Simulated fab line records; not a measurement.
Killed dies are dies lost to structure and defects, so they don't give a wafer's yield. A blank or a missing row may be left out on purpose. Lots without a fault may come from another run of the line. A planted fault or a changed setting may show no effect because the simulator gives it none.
Commonality check across tools / flow gf180mcu / Sample size 14 lots and 42 wafers

== REASON FOR OPENING ==
At GF_HV_LDD_CD_MEAS_07 the reading cdNm is flagged on 3 of 14 lots. Fault-free wafers read 400.6 nm, with a standard deviation of 2.4.
Rule: flag the lot when none of its wafers has a number, or when each of its wafers that has one lies beyond 4 standard deviations from that mean. As for the other lots, they are considered sound.

lot=L830; measured=day 11 07:04; on=cdSem-02; cdNm (nm), wafer by wafer=400.9 401.3 402.2; flag=
lot=L831; measured=day 11 16:34; on=cdSem-02; cdNm (nm), wafer by wafer=405.0 402.6 405.9; flag=
lot=L833; measured=day 12 09:31; on=cdSem-02; cdNm (nm), wafer by wafer=396.4 398.6 399.1; flag=
lot=L835; measured=day 12 22:52; on=cdSem-02; cdNm (nm), wafer by wafer=401.1 402.5 401.2; flag=
lot=L837; measured=day 13 08:13; on=cdSem-02; cdNm (nm), wafer by wafer=401.2 399.9 402.0; flag=
lot=L838; measured=day 13 18:08; on=cdSem-02; cdNm (nm), wafer by wafer=402.3 398.9 400.5; flag=
lot=L839; measured=day 13 22:25; on=cdSem-02; cdNm (nm), wafer by wafer=401.8 402.2 404.7; flag=
lot=L842; measured=day 14 23:08; on=cdSem-01; cdNm (nm), wafer by wafer=400.9 400.5 400.6; flag=
lot=L844; measured=day 15 07:40; on=cdSem-01; cdNm (nm), wafer by wafer=425.1 424.0 422.9; flag=FLAGGED
lot=L845; measured=day 15 16:00; on=cdSem-01; cdNm (nm), wafer by wafer=424.5 427.2 426.0; flag=FLAGGED
lot=L847; measured=day 16 07:03; on=cdSem-01; cdNm (nm), wafer by wafer=414.5 416.0 415.1; flag=FLAGGED
lot=L848; measured=day 16 17:46; on=cdSem-02; cdNm (nm), wafer by wafer=400.0 399.8 399.3; flag=
lot=L849; measured=day 16 21:40; on=cdSem-01; cdNm (nm), wafer by wafer=395.1 399.0 395.5; flag=
lot=L851; measured=day 17 05:29; on=cdSem-01; cdNm (nm), wafer by wafer=400.0 399.5 399.5; flag=
The numbers of the flagged lots are 421.7 nm on average: +21.1 nm against the usual, or +9 standard deviations.

== EACH LOT AND THE TOOL IT RAN ON ==
The record holds 1 process step before the reading, out of a route of 602 steps. Every cell lists first the tool, next ch and the chambers used by the sampled wafers, and last the start.
lot=L830; flag=; GF_HV_LDD_EXPOSE_04=ilineStepper-02 ch 0, day 10 21:47
lot=L831; flag=; GF_HV_LDD_EXPOSE_04=ilineStepper-01 ch 0, day 11 07:21
lot=L833; flag=; GF_HV_LDD_EXPOSE_04=ilineStepper-01 ch 0, day 11 23:22
lot=L835; flag=; GF_HV_LDD_EXPOSE_04=ilineStepper-02 ch 0, day 12 12:53
lot=L837; flag=; GF_HV_LDD_EXPOSE_04=ilineStepper-01 ch 0, day 12 21:58
lot=L838; flag=; GF_HV_LDD_EXPOSE_04=ilineStepper-02 ch 0, day 13 08:02
lot=L839; flag=; GF_HV_LDD_EXPOSE_04=ilineStepper-01 ch 0, day 13 12:06
lot=L842; flag=; GF_HV_LDD_EXPOSE_04=ilineStepper-01 ch 0, day 14 11:52
lot=L844; flag=FLAGGED; GF_HV_LDD_EXPOSE_04=ilineStepper-02 ch 0, day 14 20:22
lot=L845; flag=FLAGGED; GF_HV_LDD_EXPOSE_04=ilineStepper-02 ch 0, day 15 04:54
lot=L847; flag=FLAGGED; GF_HV_LDD_EXPOSE_04=ilineStepper-02 ch 0, day 15 19:57
lot=L848; flag=; GF_HV_LDD_EXPOSE_04=ilineStepper-01 ch 0, day 16 06:09
lot=L849; flag=; GF_HV_LDD_EXPOSE_04=ilineStepper-01 ch 0, day 16 09:46
lot=L851; flag=; GF_HV_LDD_EXPOSE_04=ilineStepper-01 ch 0, day 16 17:58
What is done by these steps:
- GF_HV_LDD_EXPOSE_04: exposes mask Nplus LV AREA, target cd 400 nm.
- GF_HV_LDD_CD_MEAS_07: target cd 400 nm.

== FLAGGED OVER TOTAL, TOOL BY TOOL (the gauges that took the reading come last) ==
step=GF_HV_LDD_EXPOSE_04; tool=ilineStepper-01; lots run=8; flagged=0; share of the flagged lots=none; sound lots run after its first flagged lot=-
step=GF_HV_LDD_EXPOSE_04; tool=ilineStepper-02; lots run=6; flagged=3; share of the flagged lots=all; sound lots run after its first flagged lot=0
step=GF_HV_LDD_CD_MEAS_07; tool=cdSem-01; lots run=6; flagged=3; share of the flagged lots=all; sound lots run after its first flagged lot=2 (L849,L851)
step=GF_HV_LDD_CD_MEAS_07; tool=cdSem-02; lots run=8; flagged=0; share of the flagged lots=none; sound lots run after its first flagged lot=-

== THE TABLE: WHAT IT ALLOWS ==
Every flagged lot went through 2 rows of the table: ilineStepper-02 at GF_HV_LDD_EXPOSE_04 and cdSem-01 at GF_HV_LDD_CD_MEAS_07.
- ilineStepper-02 at GF_HV_LDD_EXPOSE_04: 3 of its 6 lots flagged. A fault beginning between L838 (day 13 08:02), its last sound lot, and L844 (day 14 20:22), its first flagged one, fits the data. Its own readings (exposureDoseMJCm2) fall more than 4 standard deviations out on all wafers of the flagged lots.
- cdSem-01 at GF_HV_LDD_CD_MEAS_07: 3 of its 6 lots flagged. After the first flagged lot (L849, L851), sound lots still ran on it; a lasting fault on the whole tool would not permit that.
What remains is a single tool, ilineStepper-02 at GF_HV_LDD_EXPOSE_04.

== WHAT THE SIMULATOR PUT IN ==
Process parameter drift: ilineStepper-02, from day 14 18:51 on, at GF_HV_LDD_EXPOSE_04. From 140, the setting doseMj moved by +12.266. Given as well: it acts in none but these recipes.
Lots struck among those shown: L844, L845, L847. The rule given above showed the same thing.
